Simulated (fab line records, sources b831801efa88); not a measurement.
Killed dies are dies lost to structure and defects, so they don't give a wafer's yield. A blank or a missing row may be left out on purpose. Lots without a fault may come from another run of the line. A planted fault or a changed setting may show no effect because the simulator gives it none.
A struck lot beside a sound one | flow sky130 | 14 steps out of a route of 708
Sound: wafers L512.3, L512.4, L512.5. Struck: wafers L519.2, L519.5, L519.6. The cause comes at the end.
At each step with rows: each side's tool, then ch and its chambers, then its first start. Under that, the readings that differ: sound wafers | struck wafers | difference of the means | sigmas: that difference in standard deviations of wafers without a fault.
alike: readings whose means differ by less than 2 such deviations, and words and numbers that are the same on both sides. not compared: withheld readings, readings that some wafer has no value for, bounds like >300 that may hide the same value, and numbers for which the record gives no deviation and whose values overlap.
The two part at a step that has a row with sigmas, a row that says differs or no value, or rows on one side only. Numbers that don't overlap but have no deviation are shown without sigmas and don't part them. A reading that every wafer of one side lacks parts them only if that side has two wafers or more.

first, 4 steps without rows for these wafers: SKY_LDD_N_IMPLANT_12; SKY_LDD_N_IMPLANT_13; SKY_LDD_N_IMPLANT_14; SKY_LDD_N_IMPLANT_15.
SKY_LDD_N_STRIP_16: strips in O2/N2.
  sound on plasma_asher-04 ch 0,1, day 16 22:19; struck on plasma_asher-04 ch 0,1, day 18 23:22
  alike: drypump_motor_current_A, oes_product_au, strip_time_to_endpoint_s
  not compared: rf_hours_counter_h
SKY_LDD_N_TW_MEAS_17:
  sound on film_metro-03, day 16 22:23; struck on film_metro-04, day 18 23:29
  alike: LDD_N_TW
then, 6 steps without rows for these wafers: SKY_LDD_P_DEHYDRATE_00 (time 60 s); SKY_LDD_P_HMDS_01 (prime time 60 s); SKY_LDD_P_COAT_02 (resist thk 1140 nm); SKY_LDD_P_SOFTBAKE_03 (time 60 s); SKY_LDD_P_EXPOSE_04 (exposes mask PSDM, target cd 380 nm); SKY_LDD_P_PEB_05.
SKY_LDD_P_DEVELOP_06: develop time 60 s.
  sound on litho_track-03 ch 0, day 18 02:53; struck on litho_track-03, day 20 04:58
  no value came back on the struck wafers for chill_plate_temp_C (C), develop_time_s (s), exhaust_pa (Pa); on the sound wafers chill_plate_temp_C (C) reads 23.06 22.98 22.95
SKY_LDD_P_CD_MEAS_07: target cd 380 nm.
  sound on cd_sem-01, day 18 03:02; struck on cd_sem-01, day 20 05:07
  reading    | sound             | struck | difference                    | sigmas
  cd_nm (nm) | 382.5 382.6 382.3 | - - -  | no value on the struck wafers |

WHERE THEY PART
First at SKY_LDD_P_DEVELOP_06; last, within this record, at SKY_LDD_P_CD_MEAS_07.

WHY: what the simulator had put in
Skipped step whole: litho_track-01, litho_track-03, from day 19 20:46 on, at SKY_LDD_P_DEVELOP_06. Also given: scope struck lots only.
